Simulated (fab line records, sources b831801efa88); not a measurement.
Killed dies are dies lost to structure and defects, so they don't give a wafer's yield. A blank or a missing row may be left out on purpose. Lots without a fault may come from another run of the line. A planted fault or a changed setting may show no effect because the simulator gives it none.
A struck lot beside a sound one | flow sky130 | 16 steps out of a route of 708
Sound: wafers L411.2, L411.3, L411.5. Struck: wafers L426.1, L426.3, L426.5. The cause comes at the end.
At each step with rows: each side's tool, then ch and its chambers, then its first start. Under that, the readings that differ: sound wafers | struck wafers | difference of the means | sigmas: that difference in standard deviations of wafers without a fault.
alike: readings whose means differ by less than 2 such deviations, and words and numbers that are the same on both sides. not compared: withheld readings, readings that some wafer has no value for, bounds like >300 that may hide the same value, and numbers for which the record gives no deviation and whose values overlap.
The two part at a step that has a row with sigmas, a row that says differs or no value, or rows on one side only. Numbers that don't overlap but have no deviation are shown without sigmas and don't part them. A reading that every wafer of one side lacks parts them only if that side has two wafers or more.

first, 3 steps without rows for these wafers: SKY_METAL1_EXPOSE_12 (exposes mask MM1, target cd 140 nm); SKY_METAL1_PEB_13; SKY_METAL1_DEVELOP_14 (develop time 60 s).
SKY_METAL1_CD_MEAS_15: target cd 140 nm.
  sound on cd_sem-01, day 35 03:35; struck on cd_sem-01, day 38 23:19
  alike: cd_nm
SKY_METAL1_OVL_MEAS_16:
  sound on overlay-02, day 35 03:41; struck on overlay-02, day 38 23:26
  alike: METAL1_OVL
SKY_METAL1_DESCUM_17: chemistry O2, time 8 s.
  sound on rie_metal-01 ch 0,1, day 35 03:43; struck on rie_metal-04 ch 1, day 38 23:28
  alike: drypump_motor_current_A, oes_product_au
  not compared: rf_hours_counter_h
SKY_METAL1_ETCH_18: etches BARC in N2/H2, stops on SiO2, time 45.9 s, target depth 60 nm.
  sound on rie_metal-01 ch 0,1, day 35 03:44; struck on rie_metal-04 ch 1, day 38 23:32
  alike: bias_w, drypump_motor_current_A, oes_product_au, throttle_valve_pct
  not compared: rf_hours_counter_h
SKY_METAL1_METAL_ETCH_19: etches the open film in Cl2/BCl3, stops on SiO2, target depth 360 nm, time 78 s.
  sound on rie_metal-01 ch 0,1, day 35 03:49; struck on rie_metal-04 ch 1, day 38 23:39
  alike: bias_w, drypump_motor_current_A, oes_product_au, throttle_valve_pct
  not compared: rf_hours_counter_h
SKY_METAL1_STRIP_20: strips in O2/N2.
  sound on plasma_asher-02 ch 0,1, day 35 03:54; struck on plasma_asher-02 ch 0,1, day 38 23:50
  alike: drypump_motor_current_A, oes_product_au, strip_time_to_endpoint_s
  not compared: rf_hours_counter_h
then, 3 steps without rows for these wafers: SKY_METAL1_STRIP_21 (strips in post etch residue remover, time 1200 s); SKY_METAL1_CLEAN_22 (cleans in IPA, time 180 s); SKY_METAL1_CLEAN_23 (cleans in O3/DIW).
SKY_VIA1_HDPCVD_00: deposits SiO2, target thk 1030 nm, time 171.7 s.
  sound on hdpcvd-02 ch 0,1, day 35 04:32; struck on hdpcvd-01 ch 0,2, day 39 00:26
  reading                                  | sound          | struck         | difference | sigmas
  model.SiO2_of_VIA1_HDPCVD_00.thk_nm (nm) | 1017 1042 1027 | 1506 1499 1505 | +475       |
  alike: susceptor_temp_C
SKY_VIA1_THK_MEAS_01:
  sound on film_metro-01, day 35 04:40; struck on film_metro-03, day 39 00:33
  reading              | sound          | struck         | difference | sigmas
  VIA1_HDPCVD_THK (nm) | 1016 1043 1027 | 1505 1499 1504 | +474       | +43
SKY_VIA1_CMP_02: polishes SiO2.
  sound on cmp-02 ch 0,2,3, day 35 04:43; struck on cmp-01 ch 0,3, day 39 00:37
  alike: motor_current_A
then, 1 step without rows for these wafers: SKY_PAD_OPEN_PROBE_99.

WHERE THEY PART
Only at SKY_VIA1_THK_MEAS_01, within this record. Later steps at which nothing parts them and some readings are alike: SKY_VIA1_CMP_02.

WHY: what the simulator had put in
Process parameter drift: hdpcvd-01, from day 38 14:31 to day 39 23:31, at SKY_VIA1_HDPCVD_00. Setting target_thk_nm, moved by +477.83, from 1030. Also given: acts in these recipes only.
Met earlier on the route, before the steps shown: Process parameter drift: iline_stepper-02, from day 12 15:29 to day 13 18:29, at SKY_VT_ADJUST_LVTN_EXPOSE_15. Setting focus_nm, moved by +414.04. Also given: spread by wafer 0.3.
